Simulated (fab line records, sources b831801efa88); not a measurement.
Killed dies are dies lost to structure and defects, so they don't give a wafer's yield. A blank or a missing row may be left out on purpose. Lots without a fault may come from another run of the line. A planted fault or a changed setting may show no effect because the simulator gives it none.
Chamber matching | flow gf180mcu | GF_V3_CMP_04 on cmp-02: 4 sister chambers
The step polishes SiO2. 8 wafers are shown with their chamber, then 8 later ones without.

WAFERS WITH THEIR CHAMBER
wafer  | chamber | motor_current_A (A) | time_to_endpoint_s (s)
L451.6 | 3       | 12.3                | 82
L453.6 | 2       | 11.6                | 83
L454.2 | 1       | 14.0                | 74
L454.5 | 0       | 12.7                | 80
L463.1 | 2       | 12.9                | 77
L463.2 | 1       | 14.0                | 71
L463.3 | 0       | 13.5                | 65
L465.1 | 3       | 12.4                | 82

WAFERS WITHOUT THEIR CHAMBER
wafer  | motor_current_A (A) | time_to_endpoint_s (s)
L465.3 | 13.9                | 77
L465.5 | 12.6                | 78
L470.1 | 13.5                | 73
L470.3 | 13.9                | 78
L470.5 | 14.2                | 76
L471.2 | 13.7                | 77
L471.3 | 12.5                | 79
L471.6 | 13.3                | 86

WHICH CHAMBER EACH WENT THROUGH
wafer  | from the rows above               | in truth
L465.3 | can't be placed: 1 or 0           | 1
L465.5 | can't be placed: 2 or 3 or 0      | 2
L470.1 | can't be placed: 0 or 1 or 2 or 3 | 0
L470.3 | can't be placed: 1 or 0 or 3      | 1
L470.5 | can't be placed: 1 or 0           | 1
L471.2 | can't be placed: 1 or 0 or 3 or 2 | 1
L471.3 | can't be placed: 2 or 3 or 0      | 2
L471.6 | can't be placed: 3 or 2 or 0 or 1 | 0
Placed correctly: 0 of 8. Can't be placed from these rows: 8 (the true chamber is among the candidates in 8). Placed wrongly: 0.
How it was worked out, from the rows above alone: a wafer's distance from a chamber is the root of the sum, over the readings, of the square of ((its reading less the chamber's mean) divided by the reading's scatter). The wafer belongs to the nearest chamber; if the next one is less than 2 further off, it can't be placed. A chamber's mean is the mean of its shown wafers. The scatter: the root of (the sum of the squares of (reading less its chamber's mean) over the shown wafers, divided by (wafers less chambers)).
